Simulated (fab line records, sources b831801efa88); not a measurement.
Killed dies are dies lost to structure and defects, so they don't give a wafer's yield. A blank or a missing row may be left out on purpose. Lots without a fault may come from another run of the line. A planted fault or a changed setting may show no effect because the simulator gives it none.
One fault seen from 2 desks | flow gf180mcu | each desk has only its own numbers; what lay behind them comes last

THE TOOL OWNER'S DESK: implanter-04
The tool's own readings at GF_NSD_IMPLANT_09: means of the sampled wafers that have a number, for each lot that ran on this tool. A lot is out of limits, marked OUT, if its mean lies more than 4 standard deviations from the usual mean; the brackets give that distance.
Columns: A = beam_on_s at GF_NSD_IMPLANT_09, usual 17.2 s; B = dose_ions_cm2 at GF_NSD_IMPLANT_09, usual 4e+15
lot  | first seen here | A               | B
L682 | day 14 19:03    | 19.0            | 4e+15
L689 | day 17 19:17    | 18.9            | 4e+15
L691 | day 18 17:31    | 26.7 (+4.7) OUT | 6e+15 (+99 or more) OUT
L693 | day 18 22:32    | 27.3 (+5.0) OUT | 6e+15 (+99 or more) OUT
This desk's finding: out of limits on L691, L693; first on L691, day 18 17:31 (beam_on_s at GF_NSD_IMPLANT_09). In limits: L682, L689.

THE METROLOGY DESK
What the gauges read, lot by lot, whatever tool the lot ran on: means of the sampled wafers that have a number. A lot is out of limits, marked OUT, if its mean lies more than 4 standard deviations from the usual mean; the brackets give that distance.
Columns: A = HV_LDD_01_OVL at GF_HV_LDD_OVL_MEAS_20, usual -0.3 nm; B = HV_LDD_02_OVL at GF_HV_LDD_OVL_MEAS_32, usual 0.4 nm; C = NSD_RS at GF_PSD_RS_MEAS_14, usual 46.09 ohm/sq
lot  | first seen here | A    | B    | C
L677 | day 10 14:38    | 0.9  | -0.6 | 45.98
L679 | day 11 03:22    | -1.6 | 0.5  | 46.07
L682 | day 12 04:00    | -0.4 | -0.2 | 46.03
L685 | day 13 17:57    | 0.7  | 0.4  | 46.22
L687 | day 14 04:42    | 1.7  | -0.0 | 46.27
L689 | day 14 20:02    | -1.4 | -0.3 | 46.14
L691 | day 15 14:45    | -3.2 | 0.2  | 44.77 (-13) OUT
L693 | day 15 20:16    | 0.1  | -1.2 | 44.56 (-15) OUT
L696 | day 17 05:43    | 0.1  | -0.7 | 46.15
L697 | day 17 07:37    | -1.1 | -1.5 | 46.08
L698 | day 17 10:03    | 0.1  | 0.2  | 46.09
L700 | day 18 01:43    | -3.4 | 2.8  | 46.09
This desk's finding: out of limits on L691, L693; first on L691, day 19 18:31 (NSD_RS at GF_PSD_RS_MEAS_14). In limits: L677, L679, L682, L685, L687, L689, L696, L697, L698, L700.

PUT TOGETHER
The tool owner's desk could have raised an alarm at day 18 17:31, on L691, L693.
The metrology desk could have raised an alarm at day 19 18:31, on L691, L693.
Of the lots named, all ran GF_NSD_IMPLANT_09 on implanter-04.

WHAT THE SIMULATOR HAD PUT IN
Process parameter drift: implanter-04, from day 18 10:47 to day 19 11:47, at GF_NSD_IMPLANT_09. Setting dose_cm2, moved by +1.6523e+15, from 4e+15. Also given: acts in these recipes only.
Lots struck among those shown: L691, L693.
Hours from the fault's start to each desk's first reading out of limits: the tool owner's desk, 7; the metrology desk, 32.
